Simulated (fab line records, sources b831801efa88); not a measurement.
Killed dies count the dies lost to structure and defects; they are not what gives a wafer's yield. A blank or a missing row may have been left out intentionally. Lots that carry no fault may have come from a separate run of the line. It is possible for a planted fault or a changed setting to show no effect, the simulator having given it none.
fab line records | flow sky130
[record] lots = 11 wafers = 33 last_day = 49
route steps=708 shown VIA1@470 VIA2@528 PAD_OPEN@708
lots with no fault: from the same line, run without faults
start_h: the number of hours between the record's first day and the start of the first shown wafer of the lot | wait_h: hours elapsed since this lot's preceding step | " unchanged from the row above | L1.1+2: several wafers, shown together as one row | - no value present, or no start provided | * or withheld: withheld | < > ~ a bound
route shown NAME@n: names a module that has steps shown in the file, with the first one's number in the route | usual: mean/standard deviation taken from wafers without a fault | same: alike in all rows | chamber/n: place in a boat | sites: per-site readings | _std_site: standard deviation of those values | _edge_site: the outer-site mean with the inner-site mean subtracted | radius_mm: how far each site lies from the wafer's centre | mask NAME#n: copy n | behind: the last tool/chamber to shape the wafer | hold: what put the lot on hold/how long, in hours/how the hold closed | device: names the non-switching transistor (n, p or np) | end of line: at the end of the route, the tests of the same wafers | step lacking rows: just its recipe | killed: count of dies lost to structure and defects at first sort (not the wafer's yield) | map: a wafer's dies, marking killed ones x, the rest . and places with no die _
set.NAME: the setting as run; set.NAME@STEP: as run at that earlier step | model.NAME: the simulator's own value behind a step, which no gauge read
a sample of lots followed through the steps of the route, with each step as a table and each wafer as a row
services: from which hour (start_h, from the record's first day; less than 0 if before it) a tool's chamber was out of use, for how many hours, and why
[[steps]]
[step SKY_VIA1_CD_MEAS_12]
[recipe] target_cd_nm = 150
[usual] cd_nm = 150.1/1.7
// columns lot.wafer tool chamber start_h wait_h cd_nm
L179.1 cd_sem-02 - 804.54 - 150.7
L179.3 " - " " 150.7
L179.6 " - " " 151.1
L182.2 cd_sem-01 - 821.99 - 150.0
L182.3 " - " " 149.4
L182.4 " - " " 149.7
L183.1 cd_sem-02 - 827.24 - 151.6
L183.5 " - " " 152.5
L183.6 " - " " 152.3
L184.2 cd_sem-01 - 838.49 - 151.6
L184.3 " - " " 148.6
L184.4 " - " " 149.7
L185.1 cd_sem-02 - 844.37 - 148.1
L185.2 " - " " 148.4
L185.3 " - " " 148.2
L186.2 cd_sem-02 - 850.89 - 150.0
L186.4 " - " " 149.6
L186.6 " - " " 149.0
L187.1 cd_sem-01 - 858.16 - 151.3
L187.2 " - " " 149.8
L187.5 " - " " 151.5
L190.2 cd_sem-02 - 881.23 - 151.3
L190.3 " - " " 151.2
L190.5 " - " " 151.1
L192.2 cd_sem-01 - 888.94 - 149.1
L192.4 " - " " 148.6
L192.6 " - " " 149.7
L194.2 cd_sem-02 - 905.68 - 149.3
L194.3 " - " " 148.7
L194.6 " - " " 147.3
L195.1 cd_sem-02 - 912.16 - 150.3
L195.2 " - " " 153.7
L195.4 " - " " 151.3
[step SKY_VIA1_OVL_MEAS_13]
[usual] VIA1_OVL = -2/5.5
// columns lot.wafer tool chamber start_h wait_h VIA1_OVL[nm]
L179.1 overlay-01 - 804.66 0.1 -5
L179.3 " - " " -7
L179.6 " - " " -3
L182.2 overlay-02 - 822.10 0.1 -3
L182.3 " - " " -7
L182.4 " - " " -3
L183.1 overlay-01 - 827.36 0.1 -4
L183.5 " - " " 1
L183.6 " - " " -8
L184.2 overlay-02 - 838.60 0.1 -5
L184.3 " - " " -10
L184.4 " - " " -3
L185.1 overlay-02 - 844.49 0.1 3
L185.2 " - " " -2
L185.3 " - " " 2
L186.2 overlay-02 - 851.00 0.1 -7
L186.4 " - " " -3
L186.6 " - " " -4
L187.1 overlay-01 - 858.28 0.1 4
L187.2 " - " " 7
L187.5 " - " " 6
L190.2 overlay-02 - 881.33 0.1 -2
L190.3 " - " " 3
L190.5 " - " " -3
L192.2 overlay-02 - 889.05 0.1 -4
L192.4 " - " " -12
L192.6 " - " " -9
L194.2 overlay-02 - 905.78 0.1 6
L194.3 " - " " -2
L194.6 " - " " -1
L195.1 overlay-01 - 912.28 0.1 3
L195.2 " - " " -4
L195.4 " - " " -1
[step SKY_VIA1_SPUTTER_20]
[recipe] material = TiN target_thk_nm = 20 chamber_pressure_pa = 5 power_w = 4000 time_s = 80
[usual] cathode_dc_power_W = 3999.9/0.71 throttle_valve_pct = 30.0/0.93
// columns lot.wafer tool chamber start_h wait_h cathode_dc_power_W throttle_valve_pct
L179.1 pvd_sputter-04 - 805.38 0.0 3999.7 30.3
L179.3 " - " " 3998.8 30.6
L179.6 " - " " 3999.8 30.3
L182.2 pvd_sputter-03 - 822.82 0.0 3999.7 29.4
L182.3 " - " " 4001.7 31.2
L182.4 " - " " 4000.7 29.0
L183.1 pvd_sputter-04 - 828.49 0.0 4000.6 28.3
L183.5 " - " " 3999.2 28.3
L183.6 " - " " 4001.9 30.1
L184.2 pvd_sputter-03 - 839.32 0.0 4000.3 29.8
L184.3 " - " " 3999.1 29.9
L184.4 " - " " 4000.6 31.2
L185.1 pvd_sputter-04 - 845.22 0.0 3999.2 30.7
L185.2 " - " " 4000.5 30.3
L185.3 " - " " 3999.6 30.6
L186.2 pvd_sputter-04 - 851.71 0.0 4000.3 30.2
L186.4 " - " " 4000.1 30.5
L186.6 " - " " 3999.6 30.3
L187.1 pvd_sputter-03 - 859.00 0.0 4000.2 29.6
L187.2 " - " " 3999.9 31.7
L187.5 " - " " 4000.1 29.7
L190.2 pvd_sputter-03 - 882.05 0.0 3999.8 29.5
L190.3 " - " " 3999.9 31.2
L190.5 " - " " 3998.9 29.8
L192.2 pvd_sputter-02 - 889.83 0.0 4000.3 29.0
L192.4 " - " " 4000.4 30.7
L192.6 " - " " 3998.3 30.2
L194.2 pvd_sputter-04 - 906.50 0.0 4000.0 28.5
L194.3 " - " " 3999.2 30.4
L194.6 " - " " 4000.0 30.6
L195.1 pvd_sputter-02 - 913.03 0.0 3999.6 30.9
L195.2 " - " " 4000.7 31.2
L195.4 " - " " 4000.1 28.8
[step SKY_VIA2_CVD_21]
[recipe] material = W target_thk_nm = 420 time_s = 126.4 temp_c = 400 pressure_torr = 40
[usual] heater_power_outer_w = 577/71 heater_power_w = 917/88
// columns lot.wafer tool chamber start_h wait_h heater_power_outer_w heater_power_w
L179.1 cvd_w-01 1 861.19 0.0 522 835
L179.3 " 1 " " 511 859
L179.6 " 0 " " 681 1014
L182.2 cvd_w-02 0 878.43 0.0 604 955
L182.3 " 0 " " 618 985
L182.4 " 1 " " 525 849
L183.1 cvd_w-02 1 884.30 0.0 538 869
L183.5 " 0 " " 621 956
L183.6 " 1 " " 547 867
L184.2 cvd_w-01 1 893.76 0.0 498 849
L184.3 " 1 " " 507 848
L184.4 " 0 " " 690 1067
L185.1 cvd_w-02 0 900.95 0.0 608 957
L185.2 " 1 " " 531 882
L185.3 " 0 " " 602 962
L186.2 cvd_w-02 0 906.65 0.1 623 982
L186.4 " 0 " " 627 951
L186.6 " 0 " " 597 962
L187.1 cvd_w-02 0 913.02 0.0 603 975
L187.2 " 1 " " 544 877
L187.5 " 1 " " 538 851
L190.2 cvd_w-02 0 936.31 0.0 613 976
L190.3 " 0 " " 609 958
L190.5 " 1 " " 540 853
L192.2 cvd_w-02 0 943.47 0.0 605 959
L192.4 " 0 " " 596 952
L192.6 " 0 " " 621 958
L194.2 cvd_w-01 0 960.41 0.0 678 1048
L194.3 " 1 " " 469 800
L194.6 " 1 " " 470 782
L195.1 cvd_w-01 0 966.65 0.0 678 1052
L195.2 " 1 " " 468 786
L195.4 " 1 " " 461 782
[step SKY_VIA2_RS_MEAS_22]
[recipe] thk_meas_gauge = four-point-probe reads = W_of_VIA2_CVD_21+TiN_of_VIA2_SPUTTER_20
[usual] VIA2_W_RS = 0.270/0.0031
// columns lot.wafer tool chamber start_h wait_h hold VIA2_W_RS[ohm/sq]
L179.1 film_metro-03 - 861.32 0.1 - 0.275
L179.3 " - " " - 0.273
L179.6 " - " " - 0.273
L182.2 film_metro-04 - 878.58 0.1 - 0.274
L182.3 " - " " - 0.271
L182.4 " - " " - 0.271
L183.1 film_metro-03 - 884.43 0.1 - 0.270
L183.5 " - " " - 0.270
L183.6 " - " " - 0.271
L184.2 film_metro-04 - 893.91 0.1 - 0.272
L184.3 " - " " - 0.274
L184.4 " - " " - 0.273
L185.1 film_metro-03 - 901.08 0.1 - 0.266
L185.2 " - " " - 0.270
L185.3 " - " " - 0.269
L186.2 film_metro-02 - 906.81 0.1 - 0.271
L186.4 " - " " - 0.269
L186.6 " - " " - 0.272
L187.1 film_metro-03 - 913.15 0.1 - 0.272
L187.2 " - " " - 0.275
L187.5 " - " " - 0.273
L190.2 film_metro-03 - 936.46 0.1 - 0.270
L190.3 " - " " - 0.267
L190.5 " - " " - 0.269
L192.2 film_metro-04 - 943.62 0.1 - 0.267
L192.4 " - " " - 0.270
L192.6 " - " " - 0.268
L194.2 film_metro-03 - 960.56 0.1 await_dispo/0.2h/release 0.147
L194.3 " - " " await_dispo/0.2h/release 0.270
L194.6 " - " " await_dispo/0.2h/release 0.149
L194.2 film_metro-03 - 960.84 0.3 - 0.147
L194.3 " - " " - 0.270
L194.6 " - " " - 0.150
L195.1 film_metro-03 - 966.78 0.1 await_dispo/0.2h/release 0.265
L195.2 " - " " await_dispo/0.2h/release 0.149
L195.4 " - " " await_dispo/0.2h/release 0.148
L195.1 film_metro-03 - 967.06 0.3 - 0.264
L195.2 " - " " - 0.149
L195.4 " - " " - 0.148
[step SKY_VIA2_CMP_24]
[recipe] stop_on = SiO2 t_overpolish_s = 20 down_force_psi = 3.5 platen_rpm = 60 target_thk_nm = 0 pad_velocity_m_s = 0.94248
[usual] motor_current_A = 11.3/1.1 time_to_endpoint_s = 106/6
// columns lot.wafer tool chamber start_h wait_h hold motor_current_A time_to_endpoint_s
L179.1 cmp-02 2 861.55 0.1 - 10.1 105
L179.3 " 3 " " - 8.9 108
L179.6 " 1 " " - 11.6 102
L182.4 cmp-01 2 878.74 0.0 - 12.0 109
L182.2 " 3 " " - 11.9 91
L182.3 " 1 " " - 11.0 103
L183.1 cmp-02 2 884.66 0.1 - 10.1 109
L183.5 " 1 " " - 11.9 101
L183.6 " 2 " " - 9.7 111
L184.3 cmp-01 2 894.12 0.1 - 11.4 106
L184.2 " 3 " " - 12.5 93
L184.4 " 0 " " - 12.9 108
L185.2 cmp-01 0 901.26 0.0 - 11.8 105
L185.1 " 1 " " - 11.9 104
L185.3 " 2 " " - 11.6 108
L186.2 cmp-01 1 907.02 0.1 - 12.0 104
L186.4 " 3 " " - 11.8 95
L186.6 " 0 " " - 12.1 109
L187.1 cmp-02 3 913.38 0.1 - 9.1 111
L187.2 " 0 " " - 12.9 100
L187.5 " 3 " " - 8.5 115
L190.3 cmp-02 3 936.62 0.0 - 8.6 111
L190.2 " 0 " " - 13.3 99
L190.5 " 0 " " - 12.3 101
L192.4 cmp-02 1 943.78 0.0 - 11.2 107
L192.2 " 0 " " - 12.3 98
L192.6 " 1 " " - 11.0 106
L194.3 cmp-02 1 968.46 3.6 await_dispo/3.6h/release 11.4 108
L194.2 " 3 " " await_dispo/3.6h/release 9.0 191
L194.6 " 0 " " await_dispo/3.6h/release 11.8 177
L195.1 cmp-01 2 975.17 5.4 await_dispo/5.4h/release 11.1 112
L195.4 " 3 " " await_dispo/5.4h/release 12.7 182
L195.2 " 0 " " await_dispo/5.4h/release 12.0 198
[step SKY_PAD_OPEN_PROBE_99]
[usual] defect_limited_yield = 82.4/2 killed_at_M0_to_M3 = 43/6.7 killed_at_M4_up = 3.2/2.1 killed_at_contacts = 25/5.9 killed_at_front_end = 16/4.7 killed_at_other = 0.3/0.54 killed_dies = 87/9.8 killed_open = 47/6.7 killed_short = 40/6.5 sort_bin_3_pad_short = 0.9/0.45 sort_bin_5_function = 10.5/1.5 sort_bin_6_memory = 6.2/1.2 sort_n_pass = 405/9.8 sort_yield_pct = 82.4/2
[same] gross_dies = 492 killed_at_back_side = 0 sort_bin_4_leakage[%] = 0 sort_bin_8_speed[%] = 0
// columns lot.wafer tool chamber start_h wait_h defect_limited_yield[%] killed_at_M0_to_M3 killed_at_M4_up killed_at_contacts killed_at_front_end killed_at_other killed_dies killed_open killed_short sort_bin_3_pad_short[%] sort_bin_5_function[%] sort_bin_6_memory[%] sort_n_pass sort_yield_pct[%]
L190.2 prober-01 - 1148.45 0.1 84.8 43 2 19 11 0 75 37 38 1.2 7.9 6.1 417 84.8
L190.3 prober-01 - 1148.50 0.2 86.8 32 2 16 15 0 65 34 31 1.2 6.7 5.3 427 86.8
L190.5 prober-01 - 1148.60 0.2 87.0 33 4 15 12 0 64 31 32 0.6 9.1 3.3 428 87.0
L192.2 prober-01 - 1153.75 0.1 83.1 39 1 33 10 0 83 50 33 1.0 10.4 5.5 409 83.1
L192.4 prober-01 - 1153.85 0.2 79.5 54 1 36 10 0 101 54 47 1.2 11.6 7.7 391 79.5
L192.6 prober-01 - 1153.95 0.2 82.5 41 1 24 19 1 86 49 37 1.2 10.0 6.3 406 82.5
// killed by level:class
L190.2 CONTACT:geometric_particle:open=8 VIA1:geometric_particle:short=8 METAL1:geometric_particle:short=7 LI_CONTACT:geometric_particle:open=6 VIA2:geometric_particle:short=6 VIA1:geometric_particle:open=5 VIA3:geometric_particle:open=5 FIELD_ISO:geometric_particle:open=4
L190.3 FIELD_ISO:geometric_particle:open=6 METAL1:geometric_particle:short=6 VIA1:geometric_particle:open=6 VIA3:geometric_particle:open=6 POLY_GATE:geometric_particle:short=5 LOCAL_INTERCONNECT:geometric_particle:short=5 LI_CONTACT:geometric_particle:open=3 CONTACT:geometric_particle:open=3
L190.5 CONTACT:geometric_particle:open=8 VIA1:geometric_particle:open=6 FIELD_ISO:geometric_particle:short=4 POLY_GATE:geometric_particle:open=4 METAL1:geometric_particle:short=4 VIA2:geometric_particle:open=4 VIA3:geometric_particle:open=4 POLY_GATE:geometric_particle:short=3
L192.2 CONTACT:geometric_particle:open=13 VIA1:geometric_particle:open=10 LI_CONTACT:geometric_particle:open=7 VIA3:geometric_particle:open=7 CONTACT:geometric_particle:short=7 METAL1:geometric_particle:short=6 LOCAL_INTERCONNECT:geometric_particle:short=5 FIELD_ISO:geometric_particle:open=3
L192.4 CONTACT:geometric_particle:open=11 LI_CONTACT:geometric_particle:open=9 METAL1:geometric_particle:short=9 VIA1:geometric_particle:open=9 LOCAL_INTERCONNECT:geometric_particle:short=8 VIA3:geometric_particle:open=7 VIA2:geometric_particle:open=6 VIA2:geometric_particle:short=5
L192.6 CONTACT:geometric_particle:open=12 POLY_GATE:geometric_particle:open=8 METAL1:geometric_particle:short=7 VIA1:geometric_particle:open=6 VIA2:geometric_particle:open=6 VIA3:geometric_particle:open=6 LI_CONTACT:geometric_particle:short=5 LI_CONTACT:geometric_particle:open=4
[[services]]
// columns tool chamber start_h hours kind
cmp-01 - 804.57 1.5 repair
cvd_w-01 - 814.51 0.9 repair
cmp-01 - 820.68 5.3 pm
pvd_sputter-03 - 835.46 3.0 repair
pvd_sputter-03 - 855.34 1.8 repair
cvd_w-02 - 861.73 2.0 repair
cvd_w-01 - 871.28 0.7 repair
cvd_w-01 - 877.99 6.9 pm
cvd_w-01 - 904.00 14.0 pm
cvd_w-01 0 904.00 14.0 vent_cycle
cvd_w-01 1 904.00 14.0 vent_cycle
cmp-01 - 912.24 4.0 pm
cmp-01 - 916.24 - consumable_replace:conditioner
cmp-01 - 916.24 - consumable_replace:pad
cvd_w-01 - 918.00 14.6 pm
cvd_w-01 0 918.00 - clean
cvd_w-01 1 918.00 - clean
pvd_sputter-04 - 950.52 1.9 repair
cmp-02 - 957.90 1.1 repair
cvd_w-02 - 974.37 2.8 pm
[[key]]
[first_sign] step = SKY_VIA2_RS_MEAS_22 reading = visit direction = added
[effect] step = SKY_VIA2_RS_MEAS_22 reading = VIA2_W_RS direction = down sigmas = 39 usual = 0.270 struck = 0.149
[effect] step = SKY_VIA2_CMP_24 reading = time_to_endpoint_s direction = up sigmas = 14 usual = * struck = *
met_at SKY_VIA2_CVD_21
struck_lots L194,L195
struck_wafers L194.2,L194.6,L195.2,L195.4
not_acting_at SKY_VIA1_CD_MEAS_12,SKY_VIA1_OVL_MEAS_13,SKY_VIA1_SPUTTER_20
onset_between 893.76 960.41
[fault] kind = process_parameter_drift tool = cvd_w-01 chamber = - onset_h = 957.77 steps = SKY_VIA2_CVD_21 channel = target_thk_nm offset = 344.87 shape = step end_h = 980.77 scope = struck_wafers_only acts_in = these_recipes_only stated = 420
